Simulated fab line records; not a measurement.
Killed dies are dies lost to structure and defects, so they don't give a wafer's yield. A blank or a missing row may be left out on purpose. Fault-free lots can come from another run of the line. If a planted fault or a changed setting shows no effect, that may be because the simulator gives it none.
Which tool did it?	flow gf180mcu	13 lots, 39 wafers sampled, at 5 steps of a route of 602

## WHAT THE GAUGES READ, wafer by wafer
GF_STI_THK_MEAS_04. Usual: STI_CVD_03_THK typically reads 231.9 nm, with standard deviation 2.
lot	measured	on	STI_CVD_03_THK (nm)	flag
L826	day 1 13:34	film_metro-02	234.0 235.0 233.2	
L827	day 1 19:04	film_metro-02	232.6 231.0 233.5	
L828	day 2 02:49	film_metro-03	231.5 232.2 234.0	
L830	day 2 11:12	film_metro-02	230.6 231.6 231.3	
L831	day 2 14:59	film_metro-02	230.6 231.1 230.7	
L832	day 2 19:34	film_metro-04	234.8 234.5 235.0	
L833	day 3 00:49	film_metro-04	231.3 229.6 231.3	
L834	day 3 05:35	film_metro-04	231.9 230.0 231.8	
L835	day 3 11:03	film_metro-02	231.7 232.0 232.4	
L838	day 4 01:34	film_metro-04	228.0 226.9 227.9	
L840	day 4 11:35	film_metro-04	232.3 231.3 235.2	
L845	day 5 12:37	film_metro-04	225.6 227.0 227.9	
L847	day 5 23:42	film_metro-03	232.6 230.4 231.2	

GF_SAB_OVL_MEAS_10. Usual: SAB_OVL typically reads -1.0 nm, with standard deviation 1.6.
lot	measured	on	SAB_OVL (nm)	flag
L826	day 15 01:44	overlay-02	-3.7 -4.0 -4.1	
L827	day 15 17:53	overlay-02	1.5 -0.4 -0.2	
L828	day 16 10:07	overlay-02	-4.1 -3.4 -3.5	
L830	day 17 02:37	overlay-02	-0.9 0.4 -1.0	
L831	day 17 04:11	overlay-01	-3.8 -2.4 -2.3	
L832	day 17 16:10	overlay-02	0.1 -0.6 0.3	
L833	day 18 03:17	overlay-01	0.2 -1.8 -0.3	
L834	day 18 07:23	overlay-02	-1.3 -2.3 -2.0	
L835	day 18 09:50	overlay-01	0.3 0.5 0.0	
L838	day 19 12:01	overlay-01	-2.2 -3.3 -1.3	
L840	day 20 08:08	overlay-01	0.4 -0.4 1.9	
L845	day 21 16:14	overlay-01	-1.5 -0.9 -0.9	
L847	day 22 11:35	overlay-01	-0.8 -0.5 0.9	

## WHICH TOOL RAN EACH LOT (tool, then ch and the chambers of the sampled wafers, then the start)
lot	GF_STI_CVD_03	GF_VT_IMPLANT_RTA_45	GF_PSD_STRIP_10
L826	lpcvd-01 ch 1, day 1 11:34	rtp_anneal-01 ch 0, day 7 11:12	plasma_asher-03 ch 0,1, day 14 04:40
L827	lpcvd-02 ch 0, day 1 17:04	rtp_anneal-02 ch 0, day 7 22:41	plasma_asher-04 ch 1, day 14 19:22
L828	lpcvd-02 ch 0, day 1 23:50	rtp_anneal-02 ch 0, day 8 07:49	plasma_asher-02 ch 0,1, day 15 11:26
L830	lpcvd-01 ch 0, day 2 09:13	rtp_anneal-02 ch 0, day 8 18:44	plasma_asher-02 ch 0,1, day 16 03:34
L831	lpcvd-01 ch 1, day 2 12:59	rtp_anneal-02 ch 0, day 8 22:00	plasma_asher-02 ch 0,1, day 16 04:34
L832	lpcvd-02 ch 0, day 2 17:34	rtp_anneal-02 ch 0, day 9 04:43	plasma_asher-03 ch 0,1, day 16 17:20
L833	lpcvd-01 ch 1, day 2 22:50	rtp_anneal-01 ch 0, day 9 13:08	plasma_asher-03 ch 0,1, day 17 03:41
L834	lpcvd-01 ch 0, day 3 03:34	rtp_anneal-02 ch 0, day 9 20:08	plasma_asher-04 ch 0,1, day 17 07:26
L835	lpcvd-02 ch 0, day 3 09:04	rtp_anneal-02 ch 0, day 9 23:05	plasma_asher-03 ch 0,1, day 17 09:46
L838	lpcvd-01 ch 0, day 3 23:34	rtp_anneal-02 ch 0, day 10 19:44	plasma_asher-03 ch 0,1, day 18 10:53
L840	lpcvd-02 ch 1, day 4 09:34	rtp_anneal-02 ch 0, day 11 10:03	plasma_asher-03 ch 0,1, day 19 07:11
L845	lpcvd-01 ch 0, day 5 10:37	rtp_anneal-01 ch 0, day 12 17:11	plasma_asher-03 ch 0,1, day 20 15:56
L847	lpcvd-02 ch 1, day 5 21:43	rtp_anneal-01 ch 0, day 13 08:14	plasma_asher-04 ch 0,1, day 21 12:20
- GF_STI_CVD_03: deposits Si3N4 from DCS/NH3, target thk 207.16 nm, time 3551 s.
- GF_VT_IMPLANT_RTA_45: time 30 s.
- GF_PSD_STRIP_10: strips in O2/N2.

## AS READ BY THE TOOLS THEMSELVES (means over the sampled wafers that have a number; for cases with no such wafer, the mark the record gives instead)
GF_STI_CVD_03. Usual: 789.9 C for spike_tc_top_C, sd 1.5.
lot	tool	spike_tc_top_C (C)	flag
L826	lpcvd-01	791.2	
L827	lpcvd-02	789.9	
L828	lpcvd-02	789.3	
L830	lpcvd-01	787.9	
L831	lpcvd-01	791.7	
L832	lpcvd-02	789.4	
L833	lpcvd-01	791.3	
L834	lpcvd-01	788.3	
L835	lpcvd-02	789.6	
L838	lpcvd-01	789.3	
L840	lpcvd-02	788.6	
L845	lpcvd-01	789.5	
L847	lpcvd-02	788.2	

GF_VT_IMPLANT_RTA_45. Usual: lamp_power_pct 34.3 %, standard deviation 2.6; wafer_temp_C_max 1056.2, standard deviation 1.9.
lot	tool	lamp_power_pct (%)	wafer_temp_C_max	flag
L826	rtp_anneal-01	31.7	1057.5	
L827	rtp_anneal-02	36.9	1055.0	
L828	rtp_anneal-02	36.9	1054.7	
L830	rtp_anneal-02	36.9	1055.5	
L831	rtp_anneal-02	36.8	1053.6	
L832	rtp_anneal-02	36.8	1053.6	
L833	rtp_anneal-01	31.7	1056.7	
L834	rtp_anneal-02	36.9	1055.4	
L835	rtp_anneal-02	36.8	1055.0	
L838	rtp_anneal-02	36.8	1053.7	
L840	rtp_anneal-02	36.8	1053.7	
L845	rtp_anneal-01	31.7	1057.4	
L847	rtp_anneal-01	31.7	1057.5	

GF_PSD_STRIP_10. Usual: drypump_motor_current_A 6.0 A, standard deviation 0.45; heater_power_w 322 W, standard deviation 30; oes_product_au 0.592 a.u., standard deviation 0.0042; platen_temp_c 250.01 C, standard deviation 0.18; strip_time_to_endpoint_s 16.52 s, standard deviation 0.04.
lot	tool	drypump_motor_current_A (A)	heater_power_w (W)	oes_product_au (a.u.)	platen_temp_c (C)	strip_time_to_endpoint_s (s)	flag
L826	plasma_asher-03	6.4	321	0.596	249.98	16.47	
L827	plasma_asher-04	5.2	374	0.590	249.76	16.50	
L828	plasma_asher-02	6.2	296	0.593	250.02	16.55	
L830	plasma_asher-02	6.3	295	0.593	249.99	16.51	
L831	plasma_asher-02	6.2	290	0.591	250.01	16.50	
L832	plasma_asher-03	6.3	338	0.594	250.05	16.59	
L833	plasma_asher-03	6.4	327	0.593	250.15	16.50	
L834	plasma_asher-04	5.4	346	0.592	249.95	16.50	
L835	plasma_asher-03	6.4	329	0.592	250.04	16.51	
L838	plasma_asher-03	6.4	324	0.590	250.18	16.52	
L840	plasma_asher-03	6.4	322	0.593	249.76	16.50	
L845	plasma_asher-03	6.3	337	0.592	249.90	16.56	
L847	plasma_asher-04	5.3	353	0.591	249.97	16.55	

## THE ANSWER, worked out from the rows above alone
Rule: a lot is off if the mean of its wafers that have a number lies more than 3 standard deviations from the usual mean. A lot without any number at a reading at which 4 lots or more have one is off too. Where the step has rows for the other lots, those lots are counted as sound. After the gauges, taken in route order, come the tools' own readings; for these a lot's mean is taken, as printed above. The first step at which some lot is off is used, and at that step the reading that is off furthest; a lot without a number counts as furthest.
Across all readings shown, no lot is off: no conclusion can be drawn from this.

## WHAT HAD BEEN PUT IN BY THE SIMULATOR
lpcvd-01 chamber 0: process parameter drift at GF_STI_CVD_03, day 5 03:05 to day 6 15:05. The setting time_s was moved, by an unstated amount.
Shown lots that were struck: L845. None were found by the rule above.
